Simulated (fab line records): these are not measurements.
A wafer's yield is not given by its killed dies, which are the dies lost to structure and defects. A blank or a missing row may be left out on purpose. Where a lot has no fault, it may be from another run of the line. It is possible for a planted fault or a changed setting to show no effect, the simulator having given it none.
fab line records    flow sfq-line
[record] lots = 15  wafers = 43  last-day = 87
route steps=325 shown INCOMING@1 L0V@26 M0@29 M4@158
lots untouched by any fault: they come from a run of this same line in which no faults occurred
start-h: hours from the record's opening day to when the first of the lot's shown wafers began    wait-h: hours since the lot's step before    " repeats the value in the row above    L1.1+2: a single row standing in for several wafers    - no value, or no start given    * or withheld: withheld    < > ~ a bound
route shown NAME@n: a module of which the file shows steps, and the number in the route of the first    usual: mean and standard deviation over wafers with no fault    same: alike in all rows    chamber/n: place in a boat    sites: each site's reading    _std_site: the values' standard deviation    _edge_site: outer sites' mean less inner sites'    radius-mm: how far each site lies from the wafer's centre    mask NAME#n: copy n    behind: tool/chamber where the wafer was last shaped    hold: what put the lot on hold/how long, in hours/how the hold closed    device: names the non-switching transistor (n, p or np)    end of line: the route-end tests of the same wafers    step lacking rows: just its recipe    killed: dies lost to structure and defects at the first sort, not the wafer's yield    map: shows each die of a wafer: x if killed, . if not, _ if none is there
set.NAME: the setting that was run; set.NAME@STEP: the one run at that earlier step    model.NAME: the simulator's own value behind a step, which no gauge read
route steps across a sampled set of lots; one table per step, one row per wafer
services: when a tool's chamber went out of use (start-h, in hours from the record's first day, below 0 if earlier), for how many hours, and the reason
[[steps]]
[step SFQ_INCOMING_BOW_MEAS_900]
[recipe] mode = bow
[usual] INCOMING_BOW = 0/6.5
lot.wafer  tool           chamber  start-h  wait-h  INCOMING_BOW[um]
L171.4     film-metro-04  -        10.06    -       0
L171.5     "              -        "        "       0
L171.6     "              -        "        "       0
L172.1     film-metro-04  -        15.00    -       4
L172.2     "              -        "        "       -1
L172.3     "              -        "        "       3
L173.1     film-metro-04  -        20.00    -       1
L173.2     "              -        "        "       10
L173.6     "              -        "        "       -4
L176.3     film-metro-04  -        35.04    -       -3
L176.4     "              -        "        "       -1
L176.5     "              -        "        "       -7
L177.1     film-metro-04  -        40.00    -       -7
L177.4     "              -        "        "       4
L177.6     "              -        "        "       -6
L178.1     film-metro-01  -        45.00    -       -5
L178.5     "              -        "        "       -14
L178.6     "              -        "        "       -9
L179.2     film-metro-01  -        50.02    -       -1
L179.3     "              -        "        "       -1
L179.5     "              -        "        "       -7
L181.1     film-metro-04  -        60.00    -       -3
L181.3     "              -        "        "       3
L181.4     "              -        "        "       4
L182.2     film-metro-04  -        65.02    -       7
L183.2     film-metro-03  -        70.02    -       4
L183.3     "              -        "        "       6
L183.5     "              -        "        "       -8
L187.2     film-metro-04  -        90.02    -       -10
L187.3     "              -        "        "       3
L187.6     "              -        "        "       6
L191.1     film-metro-03  -        110.00   -       -5
L191.4     "              -        "        "       3
L191.5     "              -        "        "       12
L192.2     film-metro-03  -        115.02   -       -4
L192.3     "              -        "        "       7
L192.5     "              -        "        "       -3
L193.2     film-metro-01  -        120.02   -       -11
L193.4     "              -        "        "       6
L193.6     "              -        "        "       6
L194.1     film-metro-03  -        125.00   -       -2
L194.3     "              -        "        "       -7
L194.5     "              -        "        "       0
[step SFQ_TRILAYER_L0_VIA_STRIP_STRIP_017]
[recipe] gas = O2  power-w = 200  platen-temp-c = 40  overash-fraction = 0.65  chemistry = O2  pressure-mtorr = 50
[usual] drypump-motor-current-A = 5.6/0.41  oes-product-au = 1.004/0.0089
lot.wafer  tool          chamber  start-h  wait-h  drypump-motor-current-A  oes-product-au  rf-hours-counter-h
L171.4     rie-metal-03  1        158.75   -       4.8                      1.017           -
L171.5     "             0        "        "       6.1                      1.016           -
L171.6     "             1        "        "       4.8                      1.015           -
L172.1     rie-metal-03  1        166.50   -       4.8                      1.016           54
L172.2     "             0        "        "       6.1                      0.996           120
L172.3     "             1        "        "       4.8                      1.012           -
L173.1     rie-metal-02  0        176.10   -       5.6                      1.011           184
L173.2     "             1        "        "       5.8                      1.008           53
L173.6     "             1        "        "       5.8                      1.006           -
L176.3     rie-metal-04  1        200.42   -       5.7                      1.001           -
L176.4     "             0        "        "       5.6                      0.997           -
L176.5     "             0        "        "       5.6                      0.993           -
L177.1     rie-metal-02  1        214.62   -       5.7                      0.994           59
L177.4     "             0        "        "       5.6                      1.017           -
L177.6     "             0        "        "       5.6                      1.024           -
L178.1     rie-metal-02  1        221.12   -       5.8                      0.991           61
L178.5     "             0        "        "       5.6                      1.011           -
L178.6     "             1        "        "       5.8                      0.990           -
L179.2     rie-metal-02  1        227.22   -       5.7                      0.997           61
L179.3     "             0        "        "       5.6                      1.012           -
L179.5     "             0        "        "       5.6                      1.011           -
L181.1     rie-metal-03  0        240.42   -       6.1                      1.010           132
L181.3     "             0        "        "       6.1                      1.008           -
L181.4     "             1        "        "       4.8                      1.009           -
L182.2     rie-metal-03  0        248.82   -       6.1                      1.016           133
L183.2     rie-metal-02  1        251.42   -       5.8                      1.005           -
L183.3     "             1        "        "       5.8                      1.003           -
L183.5     "             1        "        "       5.7                      0.993           -
L187.2     rie-metal-03  1        282.71   -       4.8                      1.005           73
L187.3     "             1        "        "       4.8                      1.005           -
L187.6     "             1        "        "       4.8                      1.017           -
L191.1     rie-metal-03  1        306.71   -       4.8                      1.000           76
L191.4     "             1        "        "       4.8                      1.004           -
L191.5     "             0        "        "       6.1                      0.997           -
L192.2     rie-metal-04  0        316.64   -       5.6                      0.997           -
L192.3     "             0        "        "       5.6                      0.994           -
L192.5     "             0        "        "       5.6                      0.991           -
L193.2     rie-metal-04  0        326.24   -       5.6                      0.995           -
L193.4     "             0        "        "       5.6                      0.995           -
L193.6     "             0        "        "       5.6                      0.994           -
L194.1     rie-metal-02  1        333.36   -       5.8                      1.004           78
L194.3     "             0        "        "       5.6                      1.010           -
L194.5     "             1        "        "       5.8                      1.002           -
[step SFQ_TRILAYER_M0_DEP_SPUTTER_019]
[recipe] material = Nb  base-pressure-pa = 1.33e-06  chamber-pressure-pa = 0.1333  substrate-temp-c = 20  resputter-cathode-voltage-v = 400  target-thk-nm = 200  power-w = 2000  time-s = 133.3
[usual] throttle-valve-pct = 30.1/0.79
lot.wafer  tool            chamber  start-h  wait-h  throttle-valve-pct
L171.4     pvd-sputter-06  -        159.35   0.0     30.1
L171.5     "               -        "        "       29.8
L171.6     "               -        "        "       31.3
L172.1     pvd-sputter-04  -        167.30   0.0     29.4
L172.2     "               -        "        "       30.5
L172.3     "               -        "        "       29.2
L173.1     pvd-sputter-04  -        176.90   0.0     31.0
L173.2     "               -        "        "       29.5
L173.6     "               -        "        "       30.5
L176.3     pvd-sputter-04  -        201.02   0.0     29.1
L176.4     "               -        "        "       30.4
L176.5     "               -        "        "       29.3
L177.1     pvd-sputter-04  -        215.42   0.0     29.1
L177.4     "               -        "        "       30.5
L177.6     "               -        "        "       29.3
L178.1     pvd-sputter-04  -        221.92   0.0     30.8
L178.5     "               -        "        "       28.8
L178.6     "               -        "        "       30.1
L179.2     pvd-sputter-04  -        228.02   0.0     29.3
L179.3     "               -        "        "       30.8
L179.5     "               -        "        "       30.4
L181.1     pvd-sputter-04  -        241.22   0.0     30.3
L181.3     "               -        "        "       29.3
L181.4     "               -        "        "       30.7
L182.2     pvd-sputter-04  -        249.62   0.0     29.2
L183.2     pvd-sputter-03  -        252.62   0.0     31.1
L183.3     "               -        "        "       30.9
L183.5     "               -        "        "       30.4
L187.2     pvd-sputter-03  -        283.51   0.0     30.6
L187.3     "               -        "        "       30.2
L187.6     "               -        "        "       30.7
L191.1     pvd-sputter-04  -        307.51   0.0     29.1
L191.4     "               -        "        "       30.6
L191.5     "               -        "        "       30.4
L192.2     pvd-sputter-03  -        317.84   0.0     30.7
L192.3     "               -        "        "       31.0
L192.5     "               -        "        "       30.6
L193.2     pvd-sputter-04  -        327.44   0.0     30.7
L193.4     "               -        "        "       30.3
L193.6     "               -        "        "       30.6
L194.1     pvd-sputter-03  -        334.16   0.0     30.9
L194.3     "               -        "        "       30.1
L194.5     "               -        "        "       30.9
[step SFQ_M0_RS_MEAS_904]
[recipe] thk-meas-gauge = four-point-probe  reads = Nb_of_TRILAYER_M0_DEP_SPUTTER_019
[usual] M0_NB_RS = 0.889/0.0094
lot.wafer  tool           chamber  start-h  wait-h  M0_NB_RS[ohm/sq]
L171.4     film-metro-03  -        159.50   0.1     0.895
L171.5     "              -        "        "       0.912
L171.6     "              -        "        "       0.897
L172.1     film-metro-02  -        167.39   0.0     0.889
L172.2     "              -        "        "       0.893
L172.3     "              -        "        "       0.889
L173.1     film-metro-03  -        176.99   0.0     0.889
L173.2     "              -        "        "       0.892
L173.6     "              -        "        "       0.888
L176.3     film-metro-03  -        201.15   0.1     0.878
L176.4     "              -        "        "       0.882
L176.5     "              -        "        "       0.881
L177.1     film-metro-03  -        215.51   0.0     0.890
L177.4     "              -        "        "       0.891
L177.6     "              -        "        "       0.880
L178.1     film-metro-02  -        222.01   0.0     0.878
L178.5     "              -        "        "       0.882
L178.6     "              -        "        "       0.960
L179.2     film-metro-01  -        228.13   0.1     0.865
L179.3     "              -        "        "       0.870
L179.5     "              -        "        "       0.945
L181.1     film-metro-02  -        241.31   0.0     0.974
L181.3     "              -        "        "       0.897
L181.4     "              -        "        "       0.888
L182.2     film-metro-02  -        249.73   0.1     0.901
L183.2     film-metro-01  -        252.73   0.1     0.893
L183.3     "              -        "        "       0.879
L183.5     "              -        "        "       0.883
L187.2     film-metro-03  -        283.62   0.1     0.877
L187.3     "              -        "        "       0.876
L187.6     "              -        "        "       0.879
L191.1     film-metro-03  -        307.60   0.0     0.877
L191.4     "              -        "        "       0.873
L191.5     "              -        "        "       0.880
L192.2     film-metro-03  -        317.95   0.1     0.889
L192.3     "              -        "        "       0.898
L192.5     "              -        "        "       0.885
L193.2     film-metro-01  -        327.55   0.1     0.894
L193.4     "              -        "        "       0.895
L193.6     "              -        "        "       0.895
L194.1     film-metro-03  -        334.25   0.0     0.886
L194.3     "              -        "        "       0.882
L194.5     "              -        "        "       0.888
[step SFQ_TRILAYER_M0_ETCH_METAL_ETCH_024]
[recipe] target = Nb  stop-on = SiO2  mask-material = PR  chemistry = Cl2/Ar  target-depth-nm = 240  icp-w = 600  bias-w = 80  pressure-mtorr = 10  time-s = 120
[usual] bias-w = 79.95/0.23  drypump-motor-current-A = 5.6/0.56  oes-product-au = 0.895/0.0064  rf-fwd-power-W = 597.0/2.1
lot.wafer  tool          chamber  start-h  wait-h  bias-w  drypump-motor-current-A  oes-product-au  rf-fwd-power-W  rf-hours-counter-h
L171.4     rie-metal-03  1        261.13   0.1     79.42   4.8                      0.895           595.7           -
L171.5     "             0        "        "       79.77   6.2                      0.892           595.6           -
L171.6     "             1        "        "       79.74   4.8                      0.889           596.1           -
L172.1     rie-metal-01  0        269.49   0.0     80.10   5.2                      0.893           593.6           6
L172.2     "             1        "        "       80.19   6.0                      0.894           598.0           23
L172.3     "             1        "        "       80.12   6.0                      0.900           596.7           -
L173.1     rie-metal-02  0        285.09   0.0     79.49   5.6                      0.895           598.5           5
L173.2     "             1        "        "       80.02   5.8                      0.890           598.7           72
L173.6     "             0        "        "       79.78   5.6                      0.898           595.9           -
L176.3     rie-metal-03  1        301.93   0.1     80.08   4.8                      0.900           598.7           -
L176.4     "             0        "        "       79.97   6.1                      0.891           598.3           -
L176.5     "             1        "        "       80.30   4.8                      0.902           599.0           -
L177.1     rie-metal-03  0        318.81   0.0     80.02   6.2                      0.895           594.7           143
L177.4     "             0        "        "       80.08   6.1                      0.898           597.3           -
L177.6     "             0        "        "       80.19   6.1                      0.905           593.4           -
L178.1     rie-metal-03  1        328.49   0.0     80.17   4.8                      0.909           598.7           79
L178.5     "             0        "        "       79.69   6.1                      0.901           596.4           -
L178.6     "             1        "        "       79.78   4.8                      0.853           598.1           -
L179.2     rie-metal-01  0        338.14   0.0     80.05   5.2                      0.905           597.3           16
L179.3     "             0        "        "       79.83   5.2                      0.914           597.6           -
L179.5     "             1        "        "       80.11   6.0                      0.862           598.3           -
L181.1     rie-metal-01  0        352.54   0.0     80.44   5.2                      0.849           597.6           19
L181.3     "             0        "        "       80.36   5.2                      0.889           595.3           -
L181.4     "             1        "        "       79.79   6.0                      0.892           595.4           -
L182.2     rie-metal-02  0        363.34   0.0     79.74   5.6                      0.885           596.2           15
L183.2     rie-metal-03  0        370.21   0.0     79.73   6.2                      0.898           594.3           152
L183.3     "             1        "        "       80.04   4.8                      0.896           596.3           -
L183.5     "             0        "        "       79.79   6.1                      0.895           594.9           -
L187.2     rie-metal-01  1        409.64   0.1     80.28   6.0                      0.896           600.8           -
L187.3     "             1        "        "       79.83   6.0                      0.894           600.2           -
L187.6     "             1        "        "       79.80   6.0                      0.893           598.9           -
L191.1     rie-metal-03  1        441.64   0.0     80.19   4.8                      0.896           596.8           97
L191.4     "             1        "        "       79.65   4.8                      0.898           598.6           -
L191.5     "             1        "        "       80.31   4.8                      0.900           596.9           -
L192.2     rie-metal-01  1        454.84   0.0     79.89   6.0                      0.896           597.1           51
L192.3     "             0        "        "       80.28   5.2                      0.884           595.9           -
L192.5     "             0        "        "       80.02   5.2                      0.894           595.1           -
L193.2     rie-metal-01  0        463.24   0.0     79.87   5.2                      0.886           594.3           34
L193.4     "             0        "        "       79.90   5.3                      0.891           595.8           -
L193.6     "             0        "        "       79.63   5.2                      0.890           595.4           -
L194.1     rie-metal-03  1        472.84   0.0     79.98   4.8                      0.891           598.6           102
L194.3     "             0        "        "       79.59   6.1                      0.893           596.1           -
L194.5     "             0        "        "       80.12   6.2                      0.899           598.4           -
[step SFQ_M4_OVL_MEAS_926]
[usual] M4_OVL = 2/5.9
lot.wafer  tool        chamber  start-h  wait-h  M4_OVL[nm]
L171.4     overlay-01  -        858.33   0.1     10
L171.5     "           -        "        "       1
L171.6     "           -        "        "       6
L172.1     overlay-01  -        859.63   0.1     2
L172.2     "           -        "        "       12
L172.3     "           -        "        "       7
L173.1     overlay-02  -        931.98   0.1     -9
L173.2     "           -        "        "       -11
L173.6     "           -        "        "       -11
L176.3     overlay-01  -        950.42   0.1     -5
L176.4     "           -        "        "       0
L176.5     "           -        "        "       -10
L177.1     overlay-01  -        1072.86  0.1     4
L177.4     "           -        "        "       9
L177.6     "           -        "        "       10
L178.1     overlay-02  -        1077.57  0.1     4
L178.5     "           -        "        "       4
L178.6     "           -        "        "       0
L179.2     overlay-02  -        1098.62  0.1     -1
L179.3     "           -        "        "       -3
L179.5     "           -        "        "       7
L181.1     overlay-02  -        1123.84  0.1     -4
L181.3     "           -        "        "       0
L181.4     "           -        "        "       1
L182.2     overlay-02  -        1129.25  0.1     -2
L183.2     overlay-01  -        1146.44  0.1     -2
L183.3     "           -        "        "       3
L183.5     "           -        "        "       4
L187.2     overlay-02  -        1203.29  0.1     15
L187.3     "           -        "        "       7
L187.6     "           -        "        "       16
L191.1     overlay-01  -        1213.52  0.1     3
L191.4     "           -        "        "       1
L191.5     "           -        "        "       2
L192.2     overlay-01  -        1218.68  0.1     -2
L192.3     "           -        "        "       2
L192.5     "           -        "        "       0
L193.2     overlay-02  -        1226.08  0.1     6
L193.4     "           -        "        "       9
L193.6     "           -        "        "       2
L194.1     overlay-01  -        1229.00  0.1     -3
L194.3     "           -        "        "       -5
L194.5     "           -        "        "       -8
[[services]]
tool            chamber  start-h  hours  kind
rie-metal-04    -        144.07   0.3    repair
rie-metal-01    0        209.02   -      clean
rie-metal-01    0        209.02   -      consumable-replace:focus-ring
rie-metal-01    0        209.02   21.6   scheduled-down
rie-metal-01    0        209.02   21.6   vent-cycle
rie-metal-02    0        235.31   -      clean
rie-metal-02    0        235.31   16.7   scheduled-down
rie-metal-02    0        235.31   16.7   vent-cycle
pvd-sputter-06  -        293.02   5.9    repair
rie-metal-01    1        314.23   14.9   repair
pvd-sputter-06  -        320.55   3.6    repair
rie-metal-03    -        330.70   1.2    repair
pvd-sputter-03  -        334.65   3.4    repair
rie-metal-02    -        372.10   15.6   pm
rie-metal-01    0        403.58   17.5   repair
pvd-sputter-04  -        419.70   6.8    repair
pvd-sputter-03  0        435.06   -      consumable-replace:kit
pvd-sputter-03  0        435.06   18.0   scheduled-down
rie-metal-01    0        435.32   2.9    repair
pvd-sputter-06  -        439.47   6.2    repair
rie-metal-04    0        447.78   16.8   repair
rie-metal-03    0        449.70   6.4    repair
rie-metal-04    -        459.76   2.8    pm
rie-metal-01    1        469.18   1.5    repair
[[key]]
[first-sign] step = SFQ_M0_RS_MEAS_904  reading = M0_NB_RS  direction = up  sigmas = 7.5  usual = 0.889  struck = 0.959
[effect] step = SFQ_TRILAYER_M0_ETCH_METAL_ETCH_024  reading = oes-product-au  direction = down  sigmas = 6.4  usual = 0.895  struck = 0.855
met-at SFQ_TRILAYER_M0_DEP_SPUTTER_019
struck-lots L178,L179,L181
struck-wafers L178.6,L179.5,L181.1
not-acting-at SFQ_INCOMING_BOW_MEAS_900,SFQ_TRILAYER_L0_VIA_STRIP_STRIP_017,SFQ_M4_OVL_MEAS_926
onset-between 215.42 221.92
[fault] kind = process-parameter-drift  tool = pvd-sputter-04  chamber = -  onset-h = 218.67  steps = SFQ_TRILAYER_M0_DEP_SPUTTER_019  channel = time-s  offset = *  shape = step  end-h = 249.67  acts-in = *  stated = *  scope = struck-wafers-only
